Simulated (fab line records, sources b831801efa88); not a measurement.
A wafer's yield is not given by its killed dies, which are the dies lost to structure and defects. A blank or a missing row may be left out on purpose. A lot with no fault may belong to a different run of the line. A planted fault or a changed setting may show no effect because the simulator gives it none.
Which tool did it?	flow gf180mcu	42 wafers from 14 lots sampled at 5 of the route's 602 steps

WHAT THE GAUGES READ, wafer by wafer
GF_HV_LDD_THK_MEAS_55.
lot	measured	on	HV_LDD_CVD_54_THK (nm)
L643	day 12 18:13	film-metro-03	9.90 10.02 9.96
L644	day 13 03:17	film-metro-01	10.11 10.07 10.07
L646	day 13 16:28	film-metro-01	10.13 9.99 10.05
L647	day 13 23:12	film-metro-03	10.02 9.94 10.13
L648	day 14 07:11	film-metro-01	10.09 10.01 10.03
L649	day 14 11:16	film-metro-04	10.06 10.07 9.93
L650	day 14 17:01	film-metro-03	10.18 10.08 10.06
L651	day 15 07:55	film-metro-01	9.90 9.71 9.72
L652	day 15 13:54	film-metro-01	9.90 9.91 9.81
L654	day 16 05:29	film-metro-03	9.95 9.93 10.04
L655	day 16 10:32	film-metro-03	10.24 10.17 10.07
L662	day 18 23:06	film-metro-03	9.99 10.01 9.91
L665	day 19 18:23	film-metro-01	9.80 9.97 9.91
L666	day 20 04:42	film-metro-04	9.77 9.68 9.84

GF_PSD_TW_MEAS_11.
lot	measured	on	PSD_TW
L643	day 14 14:20	film-metro-04	3173 3168 3172
L644	day 14 22:52	film-metro-04	3182 3169 3167
L646	day 15 12:59	film-metro-01	3170 3158 3172
L647	day 15 19:53	film-metro-04	3176 3167 3160
L648	day 16 04:15	film-metro-02	3181 3190 3173
L649	day 16 09:48	film-metro-01	3158 3154 3141
L650	day 16 15:00	film-metro-02	3186 3171 3177
L651	day 17 07:14	film-metro-04	3176 3187 3161
L652	day 17 12:59	film-metro-04	3178 3182 3169
L654	day 18 05:55	film-metro-02	3175 3167 3177
L655	day 18 10:46	film-metro-02	3187 3167 3182
L662	day 21 01:14	film-metro-04	3193 3182 3182
L665	day 21 20:20	film-metro-02	3191 3184 3195
L666	day 22 05:58	film-metro-02	3184 3173 3180

GF_SAB_THK_MEAS_01.
lot	measured	on	SAB_CVD_00_THK (nm)
L643	day 14 14:47	film-metro-02	50.5 49.8 51.6
L644	day 14 23:24	film-metro-02	50.5 50.1 50.7
L646	day 15 13:26	film-metro-02	50.0 50.7 51.5
L647	day 15 20:20	film-metro-02	49.8 49.6 51.1
L648	day 16 04:42	film-metro-03	50.5 51.1 51.5
L649	day 16 10:16	film-metro-03	50.6 51.1 50.6
L650	day 16 15:28	film-metro-02	50.6 50.9 50.6
L651	day 17 07:41	film-metro-02	49.8 51.0 51.2
L652	day 17 13:26	film-metro-03	49.8 50.5 49.7
L654	day 18 06:25	film-metro-02	49.2 49.9 50.8
L655	day 18 11:13	film-metro-03	49.6 49.6 49.8
L662	day 21 01:41	film-metro-04	73.4 72.9 74.5
L665	day 21 20:47	film-metro-04	73.9 74.0 75.1
L666	day 22 06:25	film-metro-04	50.2 50.0 50.7

GF_CONTACT_THK_MEAS_03.
lot	measured	on	CONTACT_CVD_02_THK (nm)
L643	day 15 12:53	film-metro-03	862 862 871
L644	day 15 22:19	film-metro-04	885 866 881
L646	day 16 12:53	film-metro-01	866 888 872
L647	day 16 19:20	film-metro-01	854 867 877
L648	day 17 04:23	film-metro-03	874 868 879
L649	day 17 10:22	film-metro-04	853 871 870
L650	day 17 15:08	film-metro-04	853 860 886
L651	day 18 07:37	film-metro-04	852 887 879
L652	day 18 13:25	film-metro-01	861 861 872
L654	day 19 07:37	film-metro-01	846 880 877
L655	day 19 12:29	film-metro-01	853 858 872
L662	day 22 02:33	film-metro-03	883 868 885
L665	day 22 20:55	film-metro-01	878 874 889
L666	day 23 06:55	film-metro-04	866 855 886

WHAT TOOL EACH LOT RAN ON (gives the tool, then ch and the chambers of the sampled wafers, and finally the start)
lot	GF_SAB_CVD_00
L643	pecvd-02 ch 0,1,2, day 14 14:46
L644	pecvd-02 ch 0,1,2, day 14 23:23
L646	pecvd-02 ch 1,2, day 15 13:25
L647	pecvd-02 ch 0,1,2, day 15 20:19
L648	pecvd-02 ch 0,1, day 16 04:40
L649	pecvd-02 ch 0,2, day 16 10:13
L650	pecvd-04 ch 0,1,2, day 16 15:25
L651	pecvd-03 ch 0,1, day 17 07:39
L652	pecvd-02 ch 0,1,2, day 17 13:25
L654	pecvd-04 ch 0,1,2, day 18 06:23
L655	pecvd-04 ch 0,1,2, day 18 11:12
L662	pecvd-04 ch 0,2, day 21 01:40
L665	pecvd-04 ch 0,2, day 21 20:46
L666	pecvd-03 ch 0,2, day 22 06:23
- GF_SAB_CVD_00: deposits SiO2 from TEOS, target thk 50 nm, time 4.9302 s.

WHAT THE TOOLS THEMSELVES READ (means of the sampled wafers that have a number; where no wafer has one, the mark that the record gives instead)
GF_SAB_CVD_00.
lot	tool	heater-power-w (W)	susceptor-temp-C (C)
L643	pecvd-02	751	400.06
L644	pecvd-02	719	400.02
L646	pecvd-02	701	400.15
L647	pecvd-02	685	399.93
L648	pecvd-02	696	399.88
L649	pecvd-02	671	400.01
L650	pecvd-04	682	399.92
L651	pecvd-03	650	399.80
L652	pecvd-02	686	399.94
L654	pecvd-04	628	399.95
L655	pecvd-04	646	399.94
L662	pecvd-04	629	399.95
L665	pecvd-04	586	400.04
L666	pecvd-03	649	400.11

THE ANSWER, worked out from the rows above alone
Rule: the usual values come from the lots themselves. The widest of any qualifying gaps counts: lots, ordered by their means at a reading, are off when they make up no more than a third of the lots, leave a main group of 4 or more, and stand apart from it by 3 or more times the standard deviation of that group's means. The tables above print the reading to a certain number of digits; a main group whose means all agree to those digits is not used. Also off: a lot with no number at a reading for which 4 or more lots have one. Any other lot the step has rows for is counted as sound. Order of review: gauges by route order, followed by the tools' own readings, for which a lot's mean as printed above is used. The first step at which some lot is off is used, and at that step the reading that is off furthest; a lot without a number counts as furthest.
Off: at GF_SAB_THK_MEAS_01 (SAB_CVD_00_THK), L662, L665. Main group: mean 50.4 nm, sd 0.39.
If a tool, at a process step before that reading, ran all the lots that are off and no sound lot after the first of them, it fits. The gauges at GF_SAB_THK_MEAS_01 are tried like those tools. One fits: pecvd-04 at GF_SAB_CVD_00. A fault onset in the window from L655 (day 18 11:12, its last sound lot) to L662 (day 21 01:40, its first lot off) fits.

WHAT THE SIMULATOR PUT IN
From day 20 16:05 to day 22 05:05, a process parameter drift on pecvd-04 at GF_SAB_CVD_00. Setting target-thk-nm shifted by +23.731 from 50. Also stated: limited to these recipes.
Struck lots among those shown: L662, L665. The rule given above showed the same thing.
